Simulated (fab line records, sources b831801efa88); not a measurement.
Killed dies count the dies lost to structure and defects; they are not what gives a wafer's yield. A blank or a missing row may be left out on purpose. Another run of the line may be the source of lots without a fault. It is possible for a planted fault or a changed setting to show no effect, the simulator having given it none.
fab line records ; flow gf180mcu
record lots=24; wafers=72; lastDay=34
route steps=602 shown M2@368 M4@460 V4@481 MIM@511 TOP_METAL@584 PASSIVATION@588
lots that met no fault: taken from a fault-free run of the same line
startH: hours from the record's first day to the start of the lot's first wafer shown ; waitH: hours since the lot's step before ; " as in the row above ; L1.1+2: one row covering several wafers at once ; - no value, or no start was given ; * or withheld: withheld ; < > ~ a bound
route shown NAME@n: a module of which the file shows steps, and the number in the route of the first ; usual: mean/standard deviation of fault-free wafers ; same: alike in all rows ; chamber/n: place in a boat ; sites: the reading at each site ; _std_site: standard deviation across them ; _edge_site: outer sites' mean less inner sites' ; radiusMm: how far each site lies from the wafer's centre ; mask NAME#n: copy n ; behind: tool/chamber where the wafer was last shaped ; hold: the reason the lot was held/the length of the hold in hours/how it ended ; device: the n, p or np transistor that did not switch ; end of line: the route-end tests of the same wafers ; where a step has no rows: the recipe by itself ; killed: at the first sort, the dies lost to defects and structure; wafer yield is something else ; map: shows each die of a wafer: x if killed, . if not, _ if none is there
set.NAME: the run value of the setting; set.NAME@STEP: its run value at that earlier step ; model.NAME: the simulator's own value behind a step, which no gauge read
steps of the route over a sample of lots; a table a step, a row a wafer
services: the hour from which a tool's chamber was out of use, counted from the record's first day as startH (under 0 if before that day), plus the number of hours and why
## steps
# step GF_M2_THK_MEAS_06
# recipe thkMeasGauge=xrf; reads=AlCu_of_M2_SPUTTER_02
# usual M2_ALCU_THK=454/5.2
lot.wafer;tool;chamber;startH;waitH;M2_ALCU_THK[nm]
L074.2;filmMetro-04;-;411.73;0.1;458
L074.5;filmMetro-04;-;411.73;0.1;456
L074.6;filmMetro-04;-;411.73;0.1;454
L075.3;filmMetro-01;-;416.91;0.1;461
L075.4;filmMetro-01;-;416.91;0.1;467
L075.5;filmMetro-01;-;416.91;0.1;456
L076.2;filmMetro-03;-;428.67;0.1;449
L076.5;filmMetro-03;-;428.67;0.1;458
L076.6;filmMetro-03;-;428.67;0.1;454
L077.1;filmMetro-01;-;444.51;0.1;443
L077.2;filmMetro-01;-;444.51;0.1;452
L077.6;filmMetro-01;-;444.51;0.1;449
L078.1;filmMetro-04;-;449.79;0.1;450
L078.2;filmMetro-04;-;449.79;0.1;452
L078.3;filmMetro-04;-;449.79;0.1;454
L079.2;filmMetro-01;-;458.99;0.1;453
L079.5;filmMetro-01;-;458.99;0.1;452
L079.6;filmMetro-01;-;458.99;0.1;460
L080.1;filmMetro-03;-;472.64;0.1;448
L080.3;filmMetro-03;-;472.64;0.1;449
L080.4;filmMetro-03;-;472.64;0.1;450
L081.1;filmMetro-03;-;475.52;0.1;451
L081.4;filmMetro-03;-;475.52;0.1;453
L081.6;filmMetro-03;-;475.52;0.1;457
L082.3;filmMetro-04;-;490.46;0.1;447
L082.4;filmMetro-04;-;490.46;0.1;451
L082.5;filmMetro-04;-;490.46;0.1;448
L083.1;filmMetro-03;-;497.55;0.1;452
L083.2;filmMetro-03;-;497.55;0.1;452
L083.4;filmMetro-03;-;497.55;0.1;452
L084.1;filmMetro-03;-;504.91;0.1;448
L084.3;filmMetro-03;-;504.91;0.1;449
L084.6;filmMetro-03;-;504.91;0.1;453
L085.3;filmMetro-01;-;513.90;0.1;450
L085.4;filmMetro-01;-;513.90;0.1;450
L085.5;filmMetro-01;-;513.90;0.1;453
L086.1;filmMetro-03;-;526.15;0.1;444
L086.2;filmMetro-03;-;526.15;0.1;450
L086.6;filmMetro-03;-;526.15;0.1;443
L087.3;filmMetro-01;-;529.32;0.1;460
L087.4;filmMetro-01;-;529.32;0.1;458
L087.5;filmMetro-01;-;529.32;0.1;456
L088.1;filmMetro-01;-;533.12;0.1;455
L088.2;filmMetro-01;-;533.12;0.1;459
L088.6;filmMetro-01;-;533.12;0.1;457
L089.3;filmMetro-01;-;548.74;0.1;461
L089.4;filmMetro-01;-;548.74;0.1;455
L089.5;filmMetro-01;-;548.74;0.1;454
L090.1;filmMetro-03;-;554.99;0.1;462
L090.3;filmMetro-03;-;554.99;0.1;461
L090.6;filmMetro-03;-;554.99;0.1;462
L091.1;filmMetro-03;-;560.81;0.1;456
L091.2;filmMetro-03;-;560.81;0.1;458
L091.5;filmMetro-03;-;560.81;0.1;452
L092.3;filmMetro-04;-;566.71;0.1;452
L092.5;filmMetro-04;-;566.71;0.1;455
L092.6;filmMetro-04;-;566.71;0.1;449
L093.1;filmMetro-04;-;574.91;0.1;451
L093.2;filmMetro-04;-;574.91;0.1;449
L093.5;filmMetro-04;-;574.91;0.1;448
L094.2;filmMetro-01;-;591.02;0.1;459
L094.3;filmMetro-01;-;591.02;0.1;460
L094.6;filmMetro-01;-;591.02;0.1;459
L095.2;filmMetro-01;-;591.25;0.1;460
L095.4;filmMetro-01;-;591.25;0.1;461
L095.5;filmMetro-01;-;591.25;0.1;459
L096.2;filmMetro-01;-;600.87;0.1;464
L096.3;filmMetro-01;-;600.87;0.1;456
L096.6;filmMetro-01;-;600.87;0.1;460
L097.2;filmMetro-04;-;602.01;0.1;443
L097.5;filmMetro-04;-;602.01;0.1;451
L097.6;filmMetro-04;-;602.01;0.1;449
# step GF_M4_SPUTTER_04
# recipe material=TiN; targetThkNm=50; powerW=6500; timeS=41.7; chamberPressurePa=0.4
# usual throttleValvePct=30.1/1.1
lot.wafer;tool;chamber;startH;waitH;throttleValvePct
L074.2;pvdSputter-04;-;512.80;0.0;29.0
L074.5;pvdSputter-04;-;512.80;0.0;29.1
L074.6;pvdSputter-04;-;512.80;0.0;29.6
L075.3;pvdSputter-04;-;518.24;0.0;31.0
L075.4;pvdSputter-04;-;518.24;0.0;29.3
L075.5;pvdSputter-04;-;518.24;0.0;31.2
L076.2;pvdSputter-03;-;529.95;0.0;28.2
L076.5;pvdSputter-03;-;529.95;0.0;31.7
L076.6;pvdSputter-03;-;529.95;0.0;31.2
L077.1;pvdSputter-04;-;545.22;0.0;29.3
L077.2;pvdSputter-04;-;545.22;0.0;29.4
L077.6;pvdSputter-04;-;545.22;0.0;30.3
L078.1;pvdSputter-03;-;550.71;0.0;28.3
L078.2;pvdSputter-03;-;550.71;0.0;31.3
L078.3;pvdSputter-03;-;550.71;0.0;29.2
L079.2;pvdSputter-03;-;558.16;0.0;29.1
L079.5;pvdSputter-03;-;558.16;0.0;29.3
L079.6;pvdSputter-03;-;558.16;0.0;30.9
L080.1;pvdSputter-03;-;571.97;0.0;29.3
L080.3;pvdSputter-03;-;571.97;0.0;31.1
L080.4;pvdSputter-03;-;571.97;0.0;28.4
L081.1;pvdSputter-03;-;572.70;0.0;31.6
L081.4;pvdSputter-03;-;572.70;0.0;29.2
L081.6;pvdSputter-03;-;572.70;0.0;28.2
L082.3;pvdSputter-04;-;588.19;0.0;30.5
L082.4;pvdSputter-04;-;588.19;0.0;29.6
L082.5;pvdSputter-04;-;588.19;0.0;31.0
L083.1;pvdSputter-04;-;594.21;0.0;29.2
L083.2;pvdSputter-04;-;594.21;0.0;30.6
L083.4;pvdSputter-04;-;594.21;0.0;30.9
L084.1;pvdSputter-02;-;601.24;0.0;29.5
L084.3;pvdSputter-02;-;601.24;0.0;31.7
L084.6;pvdSputter-02;-;601.24;0.0;31.8
L085.3;pvdSputter-03;-;608.88;0.0;31.1
L085.4;pvdSputter-03;-;608.88;0.0;28.2
L085.5;pvdSputter-03;-;608.88;0.0;28.4
L086.1;pvdSputter-02;-;621.57;0.0;29.1
L086.2;pvdSputter-02;-;621.57;0.0;30.6
L086.6;pvdSputter-02;-;621.57;0.0;30.4
L087.3;pvdSputter-03;-;623.24;0.0;31.5
L087.4;pvdSputter-03;-;623.24;0.0;29.2
L087.5;pvdSputter-03;-;623.24;0.0;28.3
L088.1;pvdSputter-04;-;626.86;0.0;30.2
L088.2;pvdSputter-04;-;626.86;0.0;30.9
L088.6;pvdSputter-04;-;626.86;0.0;29.9
L089.3;pvdSputter-03;-;639.66;0.0;31.4
L089.4;pvdSputter-03;-;639.66;0.0;28.4
L089.5;pvdSputter-03;-;639.66;0.0;31.3
L090.1;pvdSputter-04;-;645.87;0.0;31.1
L090.3;pvdSputter-04;-;645.87;0.0;29.3
L090.6;pvdSputter-04;-;645.87;0.0;29.5
L091.1;pvdSputter-03;-;650.46;0.0;29.5
L091.2;pvdSputter-03;-;650.46;0.0;31.4
L091.5;pvdSputter-03;-;650.46;0.0;29.2
L092.3;pvdSputter-02;-;654.15;0.0;30.6
L092.5;pvdSputter-02;-;654.15;0.0;29.1
L092.6;pvdSputter-02;-;654.15;0.0;30.7
L093.1;pvdSputter-03;-;665.38;0.0;31.3
L093.2;pvdSputter-03;-;665.38;0.0;31.4
L093.5;pvdSputter-03;-;665.38;0.0;28.2
L094.2;pvdSputter-02;-;676.04;0.0;29.3
L094.3;pvdSputter-02;-;676.04;0.0;30.5
L094.6;pvdSputter-02;-;676.04;0.0;30.4
L095.2;pvdSputter-04;-;677.30;0.0;30.9
L095.4;pvdSputter-04;-;677.30;0.0;29.3
L095.5;pvdSputter-04;-;677.30;0.0;30.9
L096.2;pvdSputter-03;-;686.65;0.0;30.9
L096.3;pvdSputter-03;-;686.65;0.0;31.8
L096.6;pvdSputter-03;-;686.65;0.0;31.6
L097.2;pvdSputter-04;-;687.69;0.0;30.2
L097.5;pvdSputter-04;-;687.69;0.0;30.9
L097.6;pvdSputter-04;-;687.69;0.0;30.0
# step GF_V4_BOW_MEAS_05
# recipe mode=bow
# usual V4_BOW=138/9.8
lot.wafer;tool;chamber;startH;waitH;V4_BOW[um]
L074.2;filmMetro-02;-;537.16;0.2;133
L074.5;filmMetro-02;-;537.16;0.2;139
L074.6;filmMetro-02;-;537.16;0.2;142
L075.3;filmMetro-02;-;541.82;0.2;137
L075.4;filmMetro-02;-;541.82;0.2;131
L075.5;filmMetro-02;-;541.82;0.2;136
L076.2;filmMetro-04;-;553.17;0.1;150
L076.5;filmMetro-04;-;553.17;0.1;126
L076.6;filmMetro-04;-;553.17;0.1;135
L077.1;filmMetro-01;-;568.74;0.2;128
L077.2;filmMetro-01;-;568.74;0.2;130
L077.6;filmMetro-01;-;568.74;0.2;134
L078.1;filmMetro-02;-;574.07;0.1;148
L078.2;filmMetro-02;-;574.07;0.1;151
L078.3;filmMetro-02;-;574.07;0.1;149
L079.2;filmMetro-01;-;581.42;0.2;128
L079.5;filmMetro-01;-;581.42;0.2;136
L079.6;filmMetro-01;-;581.42;0.2;140
L080.1;filmMetro-01;-;594.57;0.2;137
L080.3;filmMetro-01;-;594.57;0.2;127
L080.4;filmMetro-01;-;594.57;0.2;133
L081.1;filmMetro-04;-;599.26;0.2;130
L081.4;filmMetro-04;-;599.26;0.2;138
L081.6;filmMetro-04;-;599.26;0.2;135
L082.3;filmMetro-04;-;609.31;0.1;160
L082.4;filmMetro-04;-;609.31;0.1;174
L082.5;filmMetro-04;-;609.31;0.1;163
L083.1;filmMetro-02;-;617.25;0.2;135
L083.2;filmMetro-02;-;617.25;0.2;126
L083.4;filmMetro-02;-;617.25;0.2;125
L084.1;filmMetro-01;-;623.90;0.2;134
L084.3;filmMetro-01;-;623.90;0.2;137
L084.6;filmMetro-01;-;623.90;0.2;132
L085.3;filmMetro-04;-;631.24;0.1;123
L085.4;filmMetro-04;-;631.24;0.1;122
L085.5;filmMetro-04;-;631.24;0.1;125
L086.1;filmMetro-04;-;642.36;0.2;143
L086.2;filmMetro-04;-;642.36;0.2;133
L086.6;filmMetro-04;-;642.36;0.2;136
L087.3;filmMetro-02;-;644.65;0.2;129
L087.4;filmMetro-02;-;644.65;0.2;142
L087.5;filmMetro-02;-;644.65;0.2;124
L088.1;filmMetro-02;-;648.15;0.1;146
L088.2;filmMetro-02;-;648.15;0.1;135
L088.6;filmMetro-02;-;648.15;0.1;129
L089.3;filmMetro-01;-;660.69;0.2;131
L089.4;filmMetro-01;-;660.69;0.2;131
L089.5;filmMetro-01;-;660.69;0.2;119
L090.1;filmMetro-01;-;666.43;0.2;129
L090.3;filmMetro-01;-;666.43;0.2;125
L090.6;filmMetro-01;-;666.43;0.2;144
L091.1;filmMetro-02;-;672.99;0.2;132
L091.2;filmMetro-02;-;672.99;0.2;137
L091.5;filmMetro-02;-;672.99;0.2;150
L092.3;filmMetro-04;-;674.84;0.2;122
L092.5;filmMetro-04;-;674.84;0.2;145
L092.6;filmMetro-04;-;674.84;0.2;137
L093.1;filmMetro-01;-;686.11;0.2;136
L093.2;filmMetro-01;-;686.11;0.2;146
L093.5;filmMetro-01;-;686.11;0.2;139
L094.2;filmMetro-04;-;696.44;0.3;151
L094.3;filmMetro-04;-;696.44;0.3;142
L094.6;filmMetro-04;-;696.44;0.3;144
L095.2;filmMetro-02;-;697.89;0.1;142
L095.4;filmMetro-02;-;697.89;0.1;147
L095.5;filmMetro-02;-;697.89;0.1;145
L096.2;filmMetro-02;-;706.93;0.2;150
L096.3;filmMetro-02;-;706.93;0.2;142
L096.6;filmMetro-02;-;706.93;0.2;150
L097.2;filmMetro-01;-;707.67;0.3;149
L097.5;filmMetro-01;-;707.67;0.3;133
L097.6;filmMetro-01;-;707.67;0.3;158
# step GF_MIM_SPUTTER_08
# recipe material=AlCu; targetThkNm=200; powerW=10600; timeS=10.6; chamberPressurePa=0.4
# usual throttleValvePct=30.3/0.78
lot.wafer;tool;chamber;startH;waitH;throttleValvePct
L074.2;pvdSputter-04;-;560.94;0.0;30.4
L074.5;pvdSputter-04;-;560.94;0.0;29.5
L074.6;pvdSputter-04;-;560.94;0.0;29.7
L075.3;pvdSputter-04;-;566.31;0.0;30.7
L075.4;pvdSputter-04;-;566.31;0.0;29.4
L075.5;pvdSputter-04;-;566.31;0.0;29.5
L076.2;pvdSputter-01;-;577.50;0.0;29.6
L076.5;pvdSputter-01;-;577.50;0.0;30.7
L076.6;pvdSputter-01;-;577.50;0.0;31.6
L077.1;pvdSputter-04;-;592.83;0.0;30.4
L077.2;pvdSputter-04;-;592.83;0.0;30.7
L077.6;pvdSputter-04;-;592.83;0.0;30.4
L078.1;pvdSputter-02;-;600.52;0.0;30.7
L078.2;pvdSputter-02;-;600.52;0.0;29.7
L078.3;pvdSputter-02;-;600.52;0.0;31.6
L079.2;pvdSputter-01;-;604.16;0.0;29.6
L079.5;pvdSputter-01;-;604.16;0.0;30.7
L079.6;pvdSputter-01;-;604.16;0.0;29.6
L080.1;pvdSputter-04;-;618.01;0.0;30.5
L080.3;pvdSputter-04;-;618.01;0.0;30.8
L080.4;pvdSputter-04;-;618.01;0.0;30.6
L081.1;pvdSputter-04;-;621.01;0.0;30.0
L081.4;pvdSputter-04;-;621.01;0.0;30.3
L081.6;pvdSputter-04;-;621.01;0.0;29.7
L082.3;pvdSputter-02;-;631.27;0.0;30.5
L082.4;pvdSputter-02;-;631.27;0.0;29.7
L082.5;pvdSputter-02;-;631.27;0.0;31.9
L083.1;pvdSputter-04;-;639.43;0.0;29.2
L083.2;pvdSputter-04;-;639.43;0.0;29.3
L083.4;pvdSputter-04;-;639.43;0.0;30.9
L084.1;pvdSputter-02;-;646.02;0.0;31.4
L084.3;pvdSputter-02;-;646.02;0.0;29.7
L084.6;pvdSputter-02;-;646.02;0.0;30.6
L085.3;pvdSputter-04;-;652.80;0.0;30.2
L085.4;pvdSputter-04;-;652.80;0.0;29.5
L085.5;pvdSputter-04;-;652.80;0.0;30.8
L086.1;pvdSputter-01;-;663.63;0.0;29.6
L086.2;pvdSputter-01;-;663.63;0.0;31.0
L086.6;pvdSputter-01;-;663.63;0.0;29.8
L087.3;pvdSputter-04;-;666.21;0.0;29.5
L087.4;pvdSputter-04;-;666.21;0.0;29.6
L087.5;pvdSputter-04;-;666.21;0.0;30.2
L088.1;pvdSputter-02;-;672.74;0.0;29.5
L088.2;pvdSputter-02;-;672.74;0.0;31.7
L088.6;pvdSputter-02;-;672.74;0.0;29.6
L089.3;pvdSputter-04;-;681.20;0.0;29.2
L089.4;pvdSputter-04;-;681.20;0.0;30.1
L089.5;pvdSputter-04;-;681.20;0.0;29.1
L090.1;pvdSputter-01;-;688.10;0.0;31.0
L090.3;pvdSputter-01;-;688.10;0.0;29.8
L090.6;pvdSputter-01;-;688.10;0.0;30.7
L091.1;pvdSputter-04;-;693.54;0.0;29.4
L091.2;pvdSputter-04;-;693.54;0.0;31.1
L091.5;pvdSputter-04;-;693.54;0.0;29.6
L092.3;pvdSputter-01;-;695.35;0.0;29.7
L092.5;pvdSputter-01;-;695.35;0.0;29.4
L092.6;pvdSputter-01;-;695.35;0.0;31.1
L093.1;pvdSputter-01;-;706.41;0.0;31.1
L093.2;pvdSputter-01;-;706.41;0.0;29.6
L093.5;pvdSputter-01;-;706.41;0.0;29.9
L094.2;pvdSputter-04;-;716.21;0.0;30.1
L094.3;pvdSputter-04;-;716.21;0.0;29.3
L094.6;pvdSputter-04;-;716.21;0.0;29.5
L095.2;pvdSputter-02;-;717.76;0.0;31.7
L095.4;pvdSputter-02;-;717.76;0.0;30.6
L095.5;pvdSputter-02;-;717.76;0.0;30.6
L096.2;pvdSputter-01;-;726.57;0.0;30.7
L096.3;pvdSputter-01;-;726.57;0.0;31.6
L096.6;pvdSputter-01;-;726.57;0.0;29.6
L097.2;pvdSputter-01;-;727.75;0.0;31.4
L097.5;pvdSputter-01;-;727.75;0.0;31.8
L097.6;pvdSputter-01;-;727.75;0.0;30.9
# step GF_TOP_METAL_STRIP_17
# recipe chemistry=O2/N2; powerW=1400; pressureMtorr=1500; platenTempC=250; o2FlowSccm=3000; n2FlowSccm=300; overashFraction=0.5
# usual drypumpMotorCurrentA=5.7/0.59; heaterPowerW=325/22; oesProductAu=0.711/0.0043; stripTimeToEndpointS=13.50/0.075
lot.wafer;tool;chamber;startH;waitH;drypumpMotorCurrentA;heaterPowerW;oesProductAu;rfHoursCounterH;stripTimeToEndpointS
L074.2;plasmaAsher-03;0;648.01;0.1;5.2;316;0.709;90;13.45
L074.5;plasmaAsher-03;1;648.01;0.1;5.4;314;0.710;-;13.57
L074.6;plasmaAsher-03;0;648.01;0.1;5.2;314;0.712;-;13.56
L075.3;plasmaAsher-02;0;652.44;0.1;6.5;330;0.706;-;13.32
L075.4;plasmaAsher-02;1;652.44;0.1;6.1;296;0.706;-;13.44
L075.5;plasmaAsher-02;0;652.44;0.1;6.5;321;0.717;-;13.39
L076.2;plasmaAsher-02;0;661.61;0.1;6.5;336;0.703;23;13.48
L076.5;plasmaAsher-02;0;661.61;0.1;6.5;317;0.712;-;13.40
L076.6;plasmaAsher-02;1;661.61;0.1;6.1;294;0.707;-;13.52
L077.1;plasmaAsher-03;1;676.92;0.1;5.4;306;0.715;93;13.57
L077.2;plasmaAsher-03;0;676.92;0.1;5.2;322;0.714;93;13.50
L077.6;plasmaAsher-03;0;676.92;0.1;5.2;318;0.714;-;13.56
L078.1;plasmaAsher-04;0;682.57;0.1;4.8;357;0.706;60;13.51
L078.2;plasmaAsher-04;1;682.57;0.1;6.1;358;0.713;60;13.39
L078.3;plasmaAsher-04;1;682.57;0.1;6.0;336;0.708;-;13.42
L079.2;plasmaAsher-02;0;689.72;0.1;6.5;320;0.712;26;13.41
L079.5;plasmaAsher-02;1;689.72;0.1;6.1;294;0.704;-;13.39
L079.6;plasmaAsher-02;0;689.72;0.1;6.5;324;0.714;-;13.45
L080.1;plasmaAsher-03;1;699.41;0.1;5.4;315;0.708;96;13.52
L080.3;plasmaAsher-03;1;699.41;0.1;5.4;300;0.715;-;13.51
L080.4;plasmaAsher-03;0;699.41;0.1;5.2;317;0.708;-;13.56
L081.1;plasmaAsher-04;0;702.01;0.1;4.8;350;0.707;62;13.51
L081.4;plasmaAsher-04;0;702.01;0.1;4.9;349;0.710;-;13.58
L081.6;plasmaAsher-04;0;702.01;0.1;4.8;351;0.703;-;13.45
L082.3;plasmaAsher-02;0;713.59;0.1;6.5;317;0.706;-;13.58
L082.4;plasmaAsher-02;1;713.59;0.1;6.1;291;0.712;-;13.46
L082.5;plasmaAsher-02;0;713.59;0.1;6.5;327;0.713;-;13.45
L083.1;plasmaAsher-02;1;719.62;0.1;6.1;294;0.704;30;13.41
L083.2;plasmaAsher-02;0;719.62;0.1;6.5;325;0.715;30;13.52
L083.4;plasmaAsher-02;0;719.62;0.1;6.5;323;0.711;-;13.49
L084.1;plasmaAsher-04;1;725.87;0.1;6.1;355;0.703;64;13.40
L084.3;plasmaAsher-04;1;725.87;0.1;6.1;347;0.713;-;13.50
L084.6;plasmaAsher-04;1;725.87;0.1;6.1;360;0.711;-;13.54
L085.3;plasmaAsher-03;0;730.55;0.1;5.2;314;0.708;-;13.65
L085.4;plasmaAsher-03;1;730.55;0.1;5.4;308;0.716;-;13.48
L085.5;plasmaAsher-03;1;730.55;0.1;5.4;311;0.717;-;13.68
L086.1;plasmaAsher-04;1;740.22;0.1;6.0;356;0.711;66;13.43
L086.2;plasmaAsher-04;0;740.22;0.1;4.9;349;0.711;66;13.59
L086.6;plasmaAsher-04;1;740.22;0.1;6.1;347;0.707;-;13.63
L087.3;plasmaAsher-02;0;741.14;0.1;6.5;320;0.715;-;13.49
L087.4;plasmaAsher-02;1;741.14;0.1;6.1;291;0.709;-;13.40
L087.5;plasmaAsher-02;1;741.14;0.1;6.1;289;0.712;-;13.49
L088.1;plasmaAsher-02;1;747.66;0.1;6.1;293;0.708;33;13.47
L088.2;plasmaAsher-02;0;747.66;0.1;6.5;314;0.716;33;13.62
L088.6;plasmaAsher-02;1;747.66;0.1;6.1;286;0.708;-;13.62
L089.3;plasmaAsher-02;1;755.99;0.1;6.1;305;0.712;-;13.49
L089.4;plasmaAsher-02;0;755.99;0.1;6.5;326;0.715;-;13.57
L089.5;plasmaAsher-02;0;755.99;0.1;6.5;323;0.712;-;13.60
L090.1;plasmaAsher-04;0;761.92;0.1;4.9;350;0.719;68;13.54
L090.3;plasmaAsher-04;0;761.92;0.1;4.9;352;0.709;-;13.37
L090.6;plasmaAsher-04;0;761.92;0.1;4.9;355;0.703;-;13.50
L091.1;plasmaAsher-04;0;767.37;0.1;4.9;350;0.711;69;13.45
L091.2;plasmaAsher-04;1;767.37;0.1;6.0;352;0.712;69;13.53
L091.5;plasmaAsher-04;1;767.37;0.1;6.0;352;0.706;-;13.40
L092.3;plasmaAsher-04;0;768.70;0.1;4.8;350;0.712;-;13.46
L092.5;plasmaAsher-04;1;768.70;0.1;6.1;348;0.722;-;13.52
L092.6;plasmaAsher-04;0;768.70;0.1;4.9;356;0.703;-;13.61
L093.1;plasmaAsher-03;0;776.82;0.1;5.2;315;0.709;104;13.48
L093.2;plasmaAsher-03;1;776.82;0.1;5.4;311;0.705;104;13.54
L093.5;plasmaAsher-03;0;776.82;0.1;5.2;316;0.709;-;13.46
L094.2;plasmaAsher-03;1;786.36;0.1;5.4;312;0.713;105;13.59
L094.3;plasmaAsher-03;1;786.36;0.1;5.4;306;0.716;-;13.55
L094.6;plasmaAsher-03;1;786.36;0.1;5.4;311;0.713;-;13.50
L095.2;plasmaAsher-04;0;787.71;0.1;4.8;343;0.705;71;13.51
L095.4;plasmaAsher-04;1;787.71;0.1;6.0;360;0.710;-;13.55
L095.5;plasmaAsher-04;1;787.71;0.1;6.0;348;0.719;-;13.49
L096.2;plasmaAsher-02;0;794.92;0.1;6.5;326;0.704;38;13.63
L096.3;plasmaAsher-02;0;794.92;0.1;6.5;323;0.712;-;13.51
L096.6;plasmaAsher-02;1;794.92;0.1;6.1;296;0.717;-;13.64
L097.2;plasmaAsher-04;1;795.28;0.2;6.0;350;0.718;72;13.58
L097.5;plasmaAsher-04;1;795.28;0.2;6.0;346;0.710;-;13.44
L097.6;plasmaAsher-04;0;795.28;0.2;4.9;351;0.713;-;13.58
# step GF_PASSIVATION_THK_MEAS_01
# recipe reads=SiO2_of_PASSIVATION_CVD_00
# usual PASSIVATION_CVD_00_THK=996/11
lot.wafer;tool;chamber;startH;waitH;PASSIVATION_CVD_00_THK[nm]
L074.2;filmMetro-04;-;648.63;0.0;983
L074.5;filmMetro-04;-;648.63;0.0;1005
L074.6;filmMetro-04;-;648.63;0.0;1001
L075.3;filmMetro-02;-;653.05;0.1;986
L075.4;filmMetro-02;-;653.05;0.1;993
L075.5;filmMetro-02;-;653.05;0.1;987
L076.2;filmMetro-04;-;662.25;0.0;972
L076.5;filmMetro-04;-;662.25;0.0;1000
L076.6;filmMetro-04;-;662.25;0.0;993
L077.1;filmMetro-02;-;677.53;0.0;985
L077.2;filmMetro-02;-;677.53;0.0;988
L077.6;filmMetro-02;-;677.53;0.0;1002
L078.1;filmMetro-02;-;683.53;0.0;991
L078.2;filmMetro-02;-;683.53;0.0;980
L078.3;filmMetro-02;-;683.53;0.0;994
L079.2;filmMetro-02;-;690.37;0.0;983
L079.5;filmMetro-02;-;690.37;0.0;1007
L079.6;filmMetro-02;-;690.37;0.0;1006
L080.1;filmMetro-02;-;700.07;0.0;969
L080.3;filmMetro-02;-;700.07;0.0;988
L080.4;filmMetro-02;-;700.07;0.0;995
L081.1;filmMetro-02;-;702.62;0.0;997
L081.4;filmMetro-02;-;702.62;0.0;1013
L081.6;filmMetro-02;-;702.62;0.0;1007
L082.3;filmMetro-02;-;714.24;0.1;999
L082.4;filmMetro-02;-;714.24;0.1;999
L082.5;filmMetro-02;-;714.24;0.1;1006
L083.1;filmMetro-04;-;720.31;0.0;980
L083.2;filmMetro-04;-;720.31;0.0;993
L083.4;filmMetro-04;-;720.31;0.0;995
L084.1;filmMetro-04;-;726.49;0.0;989
L084.3;filmMetro-04;-;726.49;0.0;984
L084.6;filmMetro-04;-;726.49;0.0;1012
L085.3;filmMetro-02;-;731.15;0.1;978
L085.4;filmMetro-02;-;731.15;0.1;989
L085.5;filmMetro-02;-;731.15;0.1;1007
L086.1;filmMetro-04;-;740.86;0.0;990
L086.2;filmMetro-04;-;740.86;0.0;975
L086.6;filmMetro-04;-;740.86;0.0;992
L087.3;filmMetro-01;-;741.78;0.1;988
L087.4;filmMetro-01;-;741.78;0.1;1017
L087.5;filmMetro-01;-;741.78;0.1;1018
L088.1;filmMetro-02;-;748.31;0.0;996
L088.2;filmMetro-02;-;748.31;0.0;997
L088.6;filmMetro-02;-;748.31;0.0;1010
L089.3;filmMetro-02;-;756.75;0.1;990
L089.4;filmMetro-02;-;756.75;0.1;1003
L089.5;filmMetro-02;-;756.75;0.1;1008
L090.1;filmMetro-01;-;762.55;0.0;989
L090.3;filmMetro-01;-;762.55;0.0;976
L090.6;filmMetro-01;-;762.55;0.0;1007
L091.1;filmMetro-04;-;768.00;0.0;991
L091.2;filmMetro-04;-;768.00;0.0;1001
L091.5;filmMetro-04;-;768.00;0.0;1007
L092.3;filmMetro-04;-;769.42;0.1;994
L092.5;filmMetro-04;-;769.42;0.1;1005
L092.6;filmMetro-04;-;769.42;0.1;992
L093.1;filmMetro-01;-;777.50;0.0;994
L093.2;filmMetro-01;-;777.50;0.0;999
L093.5;filmMetro-01;-;777.50;0.0;999
L094.2;filmMetro-04;-;787.02;0.0;988
L094.3;filmMetro-04;-;787.02;0.0;975
L094.6;filmMetro-04;-;787.02;0.0;1003
L095.2;filmMetro-02;-;788.37;0.0;997
L095.4;filmMetro-02;-;788.37;0.0;1010
L095.5;filmMetro-02;-;788.37;0.0;997
L096.2;filmMetro-01;-;795.55;0.0;999
L096.3;filmMetro-01;-;795.55;0.0;1001
L096.6;filmMetro-01;-;795.55;0.0;1005
L097.2;filmMetro-01;-;795.96;0.1;1000
L097.5;filmMetro-01;-;795.96;0.1;999
L097.6;filmMetro-01;-;795.96;0.1;1011
## services
tool;chamber;startH;hours;kind
plasmaAsher-03;-;502.80;1.2;repair
plasmaAsher-02;-;503.56;2.8;pm
plasmaAsher-04;-;506.65;3.9;repair
pvdSputter-02;-;525.45;3.6;repair
pvdSputter-02;-;527.63;2.9;repair
plasmaAsher-03;-;555.79;17.4;repair
plasmaAsher-02;-;558.28;14.6;pm
pvdSputter-02;2;592.39;-;consumableReplace:kit
pvdSputter-02;2;592.39;18.0;scheduledDown
pvdSputter-02;2;592.39;18.0;ventCycle
pvdSputter-04;3;616.23;-;consumableReplace:kit
pvdSputter-04;3;616.23;18.0;scheduledDown
pvdSputter-04;3;616.23;18.0;ventCycle
pvdSputter-02;-;626.63;2.1;repair
pvdSputter-03;3;641.60;-;consumableReplace:kit
pvdSputter-02;-;664.55;3.9;repair
pvdSputter-02;-;722.40;2.6;repair
pvdSputter-04;2;724.32;-;consumableReplace:kit
plasmaAsher-03;-;739.41;2.5;repair
pvdSputter-01;-;743.06;2.9;repair
pvdSputter-01;-;744.89;3.4;repair
pvdSputter-04;1;792.62;-;consumableReplace:kit
pvdSputter-04;1;792.62;18.0;scheduledDown
pvdSputter-04;1;792.62;18.0;ventCycle
## key
fault none
